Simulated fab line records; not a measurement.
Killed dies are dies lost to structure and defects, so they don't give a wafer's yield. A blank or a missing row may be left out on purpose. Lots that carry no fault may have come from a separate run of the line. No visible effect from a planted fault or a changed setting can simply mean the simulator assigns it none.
Which tool was responsible?	flow gf180mcu	33 wafers from 11 lots sampled at 4 of the route's 602 steps

WHAT THE GAUGES SHOWED, per wafer
GF_PSD_TW_MEAS_11.
lot	measured	on	PSD_TW
L908	day 14 18:07	film-metro-04	3191 3183 3175
L911	day 15 17:32	film-metro-03	3183 3190 3168
L912	day 16 00:07	film-metro-04	3209 3189 3183
L915	day 17 08:37	film-metro-04	3170 3181 3172
L916	day 17 17:01	film-metro-02	3147 3154 3134
L918	day 18 08:29	film-metro-02	3142 3139 3156
L921	day 19 08:00	film-metro-04	3215 3188 3189
L922	day 19 17:05	film-metro-03	2824 2812 2822
L924	day 20 07:23	film-metro-03	2808 2790 2787
L926	day 21 04:47	film-metro-02	3163 3150 3137
L927	day 21 10:43	film-metro-02	3149 3165 3149

EACH LOT AND THE TOOL THAT RAN IT (in order: tool; ch and the chambers of the sampled wafers; start)
lot	GF_VT_IMPLANT_STRIP_42	GF_PSD_IMPLANT_09	GF_PSD_STRIP_10
L908	plasma-asher-04 ch 0,1, day 7 20:30	implanter-02 ch 0, day 14 17:52	plasma-asher-02 ch 0,1, day 14 18:01
L911	plasma-asher-04 ch 0,1, day 8 15:08	implanter-01 ch 0, day 15 17:17	plasma-asher-02 ch 0,1, day 15 17:26
L912	plasma-asher-04 ch 0,1, day 8 21:33	implanter-01 ch 0, day 15 23:52	plasma-asher-01 ch 0,1, day 16 00:01
L915	plasma-asher-03 ch 0,1, day 9 22:39	implanter-01 ch 0, day 17 08:22	plasma-asher-01 ch 0,1, day 17 08:31
L916	plasma-asher-03 ch 0, day 10 03:30	implanter-01 ch 0, day 17 16:47	plasma-asher-01 ch 0, day 17 16:55
L918	plasma-asher-01 ch 0,1, day 10 18:35	implanter-02 ch 0, day 18 08:16	plasma-asher-04 ch 0,1, day 18 08:24
L921	plasma-asher-04 ch 0,1, day 11 12:42	implanter-04 ch 0, day 19 07:46	plasma-asher-01 ch 0,1, day 19 07:53
L922	plasma-asher-01 ch 0,1, day 11 19:43	implanter-01 ch 0, day 19 16:50	plasma-asher-04 ch 0,1, day 19 16:59
L924	plasma-asher-04 ch 0,1, day 12 10:05	implanter-01 ch 0, day 20 07:10	plasma-asher-01 ch 0,1, day 20 07:18
L926	plasma-asher-03 ch 0,1, day 12 22:45	implanter-02 ch 0, day 21 04:32	plasma-asher-04 ch 0,1, day 21 04:40
L927	plasma-asher-04 ch 0,1, day 13 07:50	implanter-04 ch 0, day 21 10:29	plasma-asher-04 ch 0,1, day 21 10:37
- GF_VT_IMPLANT_STRIP_42: strips in O2/N2.
- GF_PSD_IMPLANT_09
- GF_PSD_STRIP_10: strips in O2/N2.

THE ANSWER, worked out from the rows above alone
Rule: what is usual is taken from the lots themselves. The widest of any qualifying gaps counts: lots, ordered by their means at a reading, are off when they make up no more than a third of the lots, leave a main group of 4 or more, and stand apart from it by 3 or more times the standard deviation of that group's means. The tables above print the reading to a certain number of digits; a main group whose means all agree to those digits is not used. Also off: a lot with no number at a reading for which 4 or more lots have one. All remaining lots with rows at the step are treated as sound.
Off: L922, L924, at GF_PSD_TW_MEAS_11 (PSD_TW). Mean 3169 and standard deviation 20 in the main group.
A tool fits if, at a process step before that reading, it ran every lot that is off, and no sound lot after the first of them. Those tools and the gauges at GF_PSD_TW_MEAS_11 are tried in the same way. Can't be told from this: 2 tools fit, implanter-01 at GF_PSD_IMPLANT_09, film-metro-03 at GF_PSD_TW_MEAS_11.

WHAT WAS PUT IN BY THE SIMULATOR
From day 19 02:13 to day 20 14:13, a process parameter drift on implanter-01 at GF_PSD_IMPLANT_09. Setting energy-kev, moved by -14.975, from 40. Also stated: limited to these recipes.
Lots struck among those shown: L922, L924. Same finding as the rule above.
